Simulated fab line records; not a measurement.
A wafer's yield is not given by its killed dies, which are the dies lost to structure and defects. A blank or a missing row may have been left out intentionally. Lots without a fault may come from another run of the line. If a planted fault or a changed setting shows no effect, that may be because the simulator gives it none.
Split-lot trial	flow gf180mcu	23 wafers read from 5 lots, route of 602 steps

## SPLIT DETAILS
At GF_M2_SPUTTER_00 (material Ti, target thk 37.5 nm, time 150 s), the setting chamber-pressure-pa was moved away from the recipe's 2 Pa on 15 of the 23 wafers read, by -11.3% to -7.7%. The other wafers ran this setting at the recipe's value.

The split's own step is where the reading is taken.

## THE READING
Ti_of_M2_SPUTTER_00.thk-nm (the simulator's own value, which no gauge read), in nm, at GF_M2_SPUTTER_00 (material Ti, target thk 37.5 nm, time 150 s). There is no usual value for it anywhere in the file. Average 37.38 nm, standard deviation 0.31 nm, over the 8 wafers here run with the recipe.

wafer	tool, chamber at the split	chamber-pressure-pa as run, Pa	against the recipe	Ti_of_M2_SPUTTER_00.thk-nm, nm	against lot-mates on the recipe
L074.1	pvd-sputter-04, -	2	recipe	37.8	-
L074.2	pvd-sputter-04, -	2	recipe	37.01	-
L074.6	pvd-sputter-04, -	2	recipe	37.72	-
L078.1	pvd-sputter-02, -	1.846	-7.7%	39.03	no lot-mate on the recipe
L078.2	pvd-sputter-02, -	1.846	-7.7%	38.62	no lot-mate on the recipe
L078.4	pvd-sputter-02, -	1.846	-7.7%	39.4	no lot-mate on the recipe
L078.5	pvd-sputter-02, -	1.846	-7.7%	39.26	no lot-mate on the recipe
L078.6	pvd-sputter-02, -	1.846	-7.7%	38.68	no lot-mate on the recipe
L080.2	pvd-sputter-04, -	1.774	-11.3%	40.4	no lot-mate on the recipe
L080.3	pvd-sputter-04, -	1.774	-11.3%	39.69	no lot-mate on the recipe
L080.4	pvd-sputter-04, -	1.774	-11.3%	40.35	no lot-mate on the recipe
L080.5	pvd-sputter-04, -	1.774	-11.3%	39.79	no lot-mate on the recipe
L080.6	pvd-sputter-04, -	1.774	-11.3%	40.51	no lot-mate on the recipe
L081.1	pvd-sputter-02, -	1.845	-7.8%	38.65	no lot-mate on the recipe
L081.3	pvd-sputter-02, -	1.845	-7.8%	38.36	no lot-mate on the recipe
L081.4	pvd-sputter-02, -	1.845	-7.8%	39.11	no lot-mate on the recipe
L081.5	pvd-sputter-02, -	1.845	-7.8%	39.08	no lot-mate on the recipe
L081.6	pvd-sputter-02, -	1.845	-7.8%	38.33	no lot-mate on the recipe
L085.1	pvd-sputter-01, -	2	recipe	37.01	-
L085.2	pvd-sputter-01, -	2	recipe	37.63	-
L085.3	pvd-sputter-01, -	2	recipe	37.52	-
L085.4	pvd-sputter-01, -	2	recipe	37.27	-
L085.6	pvd-sputter-01, -	2	recipe	37.04	-

THE FIT
A straight line over all 23 wafers: Ti_of_M2_SPUTTER_00.thk-nm changes by -0.228 nm for each +1% of chamber-pressure-pa; r = -0.93; the points scatter about the line by 0.41 nm.
Too few moved wafers with a lot-mate on the recipe to fit a line net of each lot's own level.

## FILE'S OWN FIT
Ti_of_M2_SPUTTER_00.thk-nm changes by -0.228 nm for each +1% of chamber-pressure-pa, r = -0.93.
